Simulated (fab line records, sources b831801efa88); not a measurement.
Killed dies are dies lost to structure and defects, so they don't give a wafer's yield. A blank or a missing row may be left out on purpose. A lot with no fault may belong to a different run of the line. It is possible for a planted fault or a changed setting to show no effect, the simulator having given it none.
One fault through the eyes of 2 desks || flow sky130 || only its own numbers are on each desk; what lay behind them is given at the end

FOR THE TOOL OWNER'S DESK: cvd-w-01
The tool's own readings at SKY_VIA1_CVD_21 (deposits W, target thk 270 nm, time 80.902 s): means of the sampled wafers that have a number, for each lot that ran on this tool. A lot is out of limits, marked OUT, if its mean lies more than 4 standard deviations from the usual mean; the brackets give that distance.
Columns: A = heater-power-w at SKY_VIA1_CVD_21, usual 903 W
{"lot": "L894", "first seen here": "day 33 20:33", "A": 850}
{"lot": "L895", "first seen here": "day 34 07:28", "A": 761}
{"lot": "L907", "first seen here": "day 38 13:03", "A": 855}
{"lot": "L906", "first seen here": "day 38 15:04", "A": 769}
{"lot": "L910", "first seen here": "day 39 07:23", "A": 775}
This desk found nothing out of limits on any of the 5 lots.

FROM THE METROLOGY DESK
Means of the sampled wafers that have a number, per lot and without regard to the tool the lot ran on: this is what the gauges read. A lot is out of limits, marked OUT, if its mean lies more than 4 standard deviations from the usual mean; the brackets give that distance.
Columns: A = METAL1_ALCU_THK at SKY_METAL1_THK_MEAS_06, usual 250.6 nm; B = VIA1_W_RS at SKY_VIA1_RS_MEAS_22, usual 0.426 ohm/sq; C = VIA1_W_THK at SKY_VIA1_THK_MEAS_23, usual 268 nm
{"lot": "L894", "first seen here": "day 31 13:18", "A": 252.1, "B": 0.424, "C": 269}
{"lot": "L895", "first seen here": "day 32 00:44", "A": 255.1, "B": "0.580 (+27) OUT", "C": "222 (-11) OUT"}
{"lot": "L896", "first seen here": "day 32 17:05", "A": 252.2, "B": 0.428, "C": 267}
{"lot": "L907", "first seen here": "day 36 07:07", "A": 249.7, "B": 0.424, "C": 272}
{"lot": "L906", "first seen here": "day 36 09:35", "A": 250.5, "B": 0.424, "C": 267}
{"lot": "L908", "first seen here": "day 36 14:18", "A": 252.6, "B": 0.426, "C": 267}
{"lot": "L910", "first seen here": "day 37 02:15", "A": 254.1, "B": 0.426, "C": 268}
{"lot": "L911", "first seen here": "day 37 17:18", "A": 251.5, "B": 0.425, "C": 267}
{"lot": "L913", "first seen here": "day 38 02:10", "A": 252.1, "B": 0.429, "C": 265}
{"lot": "L914", "first seen here": "day 38 09:15", "A": 247.9, "B": 0.428, "C": 265}
This desk finds L895 out of limits, with the earliest case on L895 at day 34 07:34 (VIA1_W_RS at SKY_VIA1_RS_MEAS_22). L894, L896, L907, L906, L908, L910, L911, L913, L914 stayed within limits.

ALL TOGETHER
At day 34 07:34 the metrology desk could have sounded an alarm, on L895.
The desk of the tool owner found nothing out of limits.
The tool owner's desk has L895 on record, within its limits.
On cvd-w-01, each named lot ran SKY_VIA1_CVD_21.

WHAT WAS PUT IN BY THE SIMULATOR
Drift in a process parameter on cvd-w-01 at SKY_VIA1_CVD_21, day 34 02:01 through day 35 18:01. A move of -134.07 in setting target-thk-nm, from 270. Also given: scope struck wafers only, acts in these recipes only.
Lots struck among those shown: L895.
Time in hours between the start of the fault and the first out-of-limits reading at each desk: metrology desk, 6.
